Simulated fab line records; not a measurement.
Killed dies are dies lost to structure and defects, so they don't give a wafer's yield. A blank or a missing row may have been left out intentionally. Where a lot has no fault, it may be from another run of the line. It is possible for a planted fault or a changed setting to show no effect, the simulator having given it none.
One fault through the eyes of 2 desks | flow gf180mcu | each desk has only its own numbers; what lay behind them comes last

## THE METROLOGY DESK
What the gauges read for every lot (on any tool): the sampled wafers with a number, averaged. Marked OUT: a lot whose mean sits more than 4 standard deviations from the usual mean, which makes it out of limits; the brackets give that distance.
Columns: A = cdNm at GF_HV_LDD_CD_MEAS_07, usual 400.4 nm; B = HV_LDD_OVL at GF_HV_LDD_OVL_MEAS_08, usual -0.4 nm
lot  | first seen here | A     | B
L125 | day 10 02:17    | 398.3 | -0.3
L126 | day 10 05:49    | 399.7 | -0.2
L127 | day 10 16:44    | 398.1 | -0.2
L131 | day 11 21:46    | 400.2 | 0.2
L132 | day 12 05:16    | 402.1 | -0.3
L133 | day 12 13:41    | 400.8 | -1.9
L140 | day 14 16:24    | 403.1 | -0.1
L142 | day 15 01:18    | 399.3 | -2.6
L143 | day 15 07:34    | 398.8 | -0.2
L144 | day 15 13:32    | 403.3 | -0.0
L145 | day 15 18:53    | 398.9 | -0.2
L146 | day 16 04:07    | 399.9 | -0.3
L147 | day 16 14:09    | 399.7 | -1.5
L148 | day 17 05:01    | 399.8 | -0.0
Finding of this desk: none of the 14 lots has anything out of limits.

## DESK OF THE TOOL OWNER: rieDiel-03
The tool's own readings at GF_HV_LDD_ETCHBACK_58 (etches Si3N4 in CH3F/O2, stops on SiO2, time 100 s, target depth 90 nm): means of the sampled wafers that have a number, for each lot that ran on this tool. Marked OUT: a lot whose mean sits more than 4 standard deviations from the usual mean, which makes it out of limits; the brackets give that distance.
Columns: A = drypumpMotorCurrentA at GF_HV_LDD_ETCHBACK_58, usual 5.8 A; B = oesProductAu at GF_HV_LDD_ETCHBACK_58, usual 0.842 a.u.; C = runLengthS at GF_HV_LDD_ETCHBACK_58, usual 128.2 s; D = throttleValvePct at GF_HV_LDD_ETCHBACK_58, usual 10.561 %
lot  | first seen here | A   | B               | C               | D
L127 | day 13 04:41    | 5.5 | 0.846           | 128.2           | 10.562
L131 | day 14 14:56    | 6.0 | 0.994 (+22) OUT | 110.7 (-46) OUT | 10.589
L133 | day 15 07:32    | 5.3 | 0.996 (+22) OUT | 110.6 (-46) OUT | 10.575
L143 | day 18 08:12    | 5.4 | 0.842           | 128.1           | 10.561
This desk's finding: out of limits on L131, L133; first on L131, day 14 14:56 (oesProductAu at GF_HV_LDD_ETCHBACK_58). In limits: L127, L143.

## PUT TOGETHER
At day 14 14:56, on L131, L133, the tool owner's desk was in a position to raise an alarm.
Metrology desk: nothing out of limits seen.
The metrology desk has L131, L133 on record, within its limits.
Every lot named ran GF_HV_LDD_ETCHBACK_58 on rieDiel-03.

## WHAT THE SIMULATOR HAD PUT IN
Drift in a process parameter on rieDiel-03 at GF_HV_LDD_ETCHBACK_58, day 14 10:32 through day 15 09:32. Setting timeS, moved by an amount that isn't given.
Shown lots that were struck: L131, L133.
Delay in hours, fault start to first out-of-limits reading, by desk: the tool owner's desk at 4.
